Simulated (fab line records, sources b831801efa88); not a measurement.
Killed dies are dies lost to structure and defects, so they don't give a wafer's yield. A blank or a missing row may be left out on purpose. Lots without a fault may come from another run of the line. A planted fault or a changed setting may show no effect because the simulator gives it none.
Which tool did it? | flow gf180mcu | 14 lots, 42 wafers sampled, at 4 steps of a route of 602

WHAT THE GAUGES READ, wafer by wafer
The record holds no reading of a measuring or inspecting step that can be judged against a usual standard deviation.

WHICH TOOL RAN EACH LOT (tool, then ch and the chambers of the sampled wafers, then the start)
lot  | GF_MVPSD_STRIP_10                    | GF_HV_LDD_STRIP_22                   | GF_HV_LDD_PEB_44                  | GF_HV_LDD_RTA_52
L908 | plasma_asher-02 ch 0,1, day 5 02:24  | plasma_asher-02 ch 0,1, day 10 20:29 | litho_track-04 ch 0, day 12 09:40 | rtp_anneal-02 ch 0, day 12 10:28
L909 | plasma_asher-01 ch 0,1, day 5 06:24  | plasma_asher-02 ch 0,1, day 11 00:55 | litho_track-03 ch 0, day 12 14:07 | rtp_anneal-01 ch 0, day 12 14:56
L910 | plasma_asher-01 ch 0,1, day 5 12:07  | plasma_asher-04 ch 0,1, day 11 06:37 | litho_track-03 ch 0, day 12 21:30 | rtp_anneal-01 ch 0, day 12 22:18
L911 | plasma_asher-01 ch 1, day 5 17:45    | plasma_asher-01 ch 0,1, day 11 13:09 | litho_track-01 ch 0, day 13 03:28 | rtp_anneal-01 ch 0, day 13 04:20
L912 | plasma_asher-01 ch 0,1, day 6 00:16  | plasma_asher-01 ch 0,1, day 11 23:55 | litho_track-03 ch 0, day 13 15:33 | rtp_anneal-01 ch 0, day 13 16:21
L914 | plasma_asher-04 ch 0,1, day 6 11:36  | plasma_asher-01 ch 0,1, day 12 16:08 | litho_track-04 ch 0, day 14 08:29 | rtp_anneal-01 ch 0, day 14 09:17
L915 | plasma_asher-02 ch 0,1, day 6 19:33  | plasma_asher-04 ch 0,1, day 13 03:05 | litho_track-01 ch 0, day 14 20:11 | rtp_anneal-01 ch 0, day 14 20:59
L916 | plasma_asher-04 ch 0,1, day 7 00:47  | plasma_asher-04 ch 0,1, day 13 09:19 | litho_track-01 ch 0, day 15 03:43 | rtp_anneal-01 ch 0, day 15 04:30
L920 | plasma_asher-01 ch 0,1, day 8 00:47  | plasma_asher-01 ch 0,1, day 14 16:57 | litho_track-04, day 16 12:49      | rtp_anneal-01 ch 0, day 16 13:36
L921 | plasma_asher-04 ch 0,1, day 8 07:43  | plasma_asher-01 ch 0,1, day 15 00:11 | litho_track-01, day 16 20:16      | rtp_anneal-01 ch 0, day 16 21:05
L927 | plasma_asher-02 ch 0,1, day 9 18:38  | plasma_asher-01 ch 0,1, day 16 20:04 | litho_track-01 ch 0, day 18 19:31 | rtp_anneal-02 ch 0, day 18 20:21
L928 | plasma_asher-01 ch 0,1, day 10 02:19 | plasma_asher-02 ch 0,1, day 17 04:58 | litho_track-01 ch 0, day 19 04:23 | rtp_anneal-01 ch 0, day 19 05:11
L929 | plasma_asher-01 ch 0,1, day 10 05:00 | plasma_asher-02 ch 0,1, day 17 06:58 | litho_track-03 ch 0, day 19 06:07 | rtp_anneal-01 ch 0, day 19 06:56
L930 | plasma_asher-01 ch 1, day 10 11:56   | plasma_asher-01 ch 0,1, day 17 15:07 | litho_track-03 ch 0, day 19 14:55 | rtp_anneal-02 ch 0, day 19 15:44
- GF_MVPSD_STRIP_10: strips in O2/N2.
- GF_HV_LDD_STRIP_22: strips in O2/N2.
- GF_HV_LDD_PEB_44
- GF_HV_LDD_RTA_52: time 10 s.

WHAT THE TOOLS THEMSELVES READ (means of the sampled wafers that have a number; where no wafer has one, the mark that the record gives instead)
GF_MVPSD_STRIP_10. Usual: drypump_motor_current_A 5.57 A, standard deviation 0.28; heater_power_w 319 W, standard deviation 17; oes_product_au 0.722 a.u., standard deviation 0.0048; strip_time_to_endpoint_s 36.99 s, standard deviation 0.1.
lot  | tool            | drypump_motor_current_A (A) | heater_power_w (W) | oes_product_au (a.u.) | strip_time_to_endpoint_s (s) | flag
L908 | plasma_asher-02 | 5.48                        | 309                | 0.722                 | 36.98                        |
L909 | plasma_asher-01 | 5.85                        | 313                | 0.719                 | 37.09                        |
L910 | plasma_asher-01 | 5.87                        | 317                | 0.719                 | 37.06                        |
L911 | plasma_asher-01 | 5.60                        | 302                | 0.727                 | 36.97                        |
L912 | plasma_asher-01 | 5.75                        | 307                | 0.721                 | 37.14                        |
L914 | plasma_asher-04 | 5.31                        | 318                | 0.729                 | 36.96                        |
L915 | plasma_asher-02 | 5.53                        | 320                | 0.721                 | 37.12                        |
L916 | plasma_asher-04 | 5.27                        | 312                | 0.717                 | 37.00                        |
L920 | plasma_asher-01 | 5.74                        | 309                | 0.719                 | 36.97                        |
L921 | plasma_asher-04 | 5.26                        | 321                | 0.721                 | 36.85                        |
L927 | plasma_asher-02 | 5.49                        | 327                | 0.721                 | 37.07                        |
L928 | plasma_asher-01 | 5.73                        | 306                | 0.725                 | 36.88                        |
L929 | plasma_asher-01 | 5.74                        | 313                | 0.722                 | 37.03                        |
L930 | plasma_asher-01 | 5.60                        | 304                | 0.723                 | 37.06                        |

GF_HV_LDD_STRIP_22. Usual: drypump_motor_current_A 5.62 A, standard deviation 0.29; heater_power_w 317 W, standard deviation 15; oes_product_au 0.716 a.u., standard deviation 0.0044; strip_time_to_endpoint_s 12.62 s, standard deviation 0.036.
lot  | tool            | drypump_motor_current_A (A) | heater_power_w (W) | oes_product_au (a.u.) | strip_time_to_endpoint_s (s) | flag
L908 | plasma_asher-02 | 5.40                        | 336                | 0.717                 | 12.59                        |
L909 | plasma_asher-02 | 5.38                        | 333                | 0.720                 | 12.70                        |
L910 | plasma_asher-04 | 5.25                        | 320                | 0.718                 | 12.60                        |
L911 | plasma_asher-01 | 5.76                        | 305                | 0.717                 | 12.64                        |
L912 | plasma_asher-01 | 5.86                        | 315                | 0.719                 | 12.59                        |
L914 | plasma_asher-01 | 5.75                        | 310                | 0.715                 | 12.65                        |
L915 | plasma_asher-04 | 5.26                        | 317                | 0.713                 | 12.60                        |
L916 | plasma_asher-04 | 5.25                        | 320                | 0.715                 | 12.63                        |
L920 | plasma_asher-01 | 5.89                        | 318                | 0.715                 | 12.65                        |
L921 | plasma_asher-01 | 5.74                        | 310                | 0.718                 | 12.59                        |
L927 | plasma_asher-01 | 5.88                        | 313                | 0.714                 | 12.62                        |
L928 | plasma_asher-02 | 5.37                        | 338                | 0.715                 | 12.59                        |
L929 | plasma_asher-02 | 5.38                        | 336                | 0.715                 | 12.62                        |
L930 | plasma_asher-01 | 5.88                        | 315                | 0.714                 | 12.61                        |

GF_HV_LDD_PEB_44. Usual: exhaust_pa 45.2 Pa, standard deviation 0.8.
lot  | tool           | exhaust_pa (Pa) | flag
L908 | litho_track-04 | 45.4            |
L909 | litho_track-03 | 45.1            |
L910 | litho_track-03 | 44.6            |
L911 | litho_track-01 | 44.5            |
L912 | litho_track-03 | 45.1            |
L914 | litho_track-04 | 44.6            |
L915 | litho_track-01 | 46.6            |
L916 | litho_track-01 | 46.0            |
L920 | litho_track-04 | -               | OFF
L921 | litho_track-01 | -               | OFF
L927 | litho_track-01 | 45.4            |
L928 | litho_track-01 | 44.7            |
L929 | litho_track-03 | 45.1            |
L930 | litho_track-03 | 45.7            |

GF_HV_LDD_RTA_52. Usual: lamp_power_pct 32.7 %, standard deviation 2; wafer_temp_C_max 1003.6, standard deviation 1.1.
lot  | tool          | lamp_power_pct (%) | wafer_temp_C_max | flag
L908 | rtp_anneal-02 | 35.5               | 1002.4           |
L909 | rtp_anneal-01 | 31.2               | 1004.1           |
L910 | rtp_anneal-01 | 31.2               | 1004.1           |
L911 | rtp_anneal-01 | 31.2               | 1003.9           |
L912 | rtp_anneal-01 | 31.3               | 1003.2           |
L914 | rtp_anneal-01 | 31.2               | 1003.9           |
L915 | rtp_anneal-01 | 31.2               | 1004.1           |
L916 | rtp_anneal-01 | 31.2               | 1003.6           |
L920 | rtp_anneal-01 | 31.3               | 1003.9           |
L921 | rtp_anneal-01 | 31.2               | 1004.5           |
L927 | rtp_anneal-02 | 35.5               | 1003.3           |
L928 | rtp_anneal-01 | 31.2               | 1003.9           |
L929 | rtp_anneal-01 | 31.2               | 1005.0           |
L930 | rtp_anneal-02 | 35.5               | 1002.5           |

THE ANSWER, worked out from the rows above alone
Rule: a lot is off if the mean of its wafers that have a number lies more than 3 standard deviations from the usual mean. A lot without any number at a reading at which 4 lots or more have one is off too. The other lots that the step has rows for count as sound. The gauges are gone through in route order, then the tools' own readings, and for those a lot's mean is taken as printed above. The first step at which some lot is off is used, and at that step the reading that is off furthest; a lot without a number counts as furthest.
Off: L920, L921, at GF_HV_LDD_PEB_44 (exhaust_pa). Without a number there: L920, L921.
A tool fits if, at that step or a process step before it, it ran every lot that is off, and no sound lot after the first of them. None of those tried fits.

WHAT THE SIMULATOR HAD PUT IN
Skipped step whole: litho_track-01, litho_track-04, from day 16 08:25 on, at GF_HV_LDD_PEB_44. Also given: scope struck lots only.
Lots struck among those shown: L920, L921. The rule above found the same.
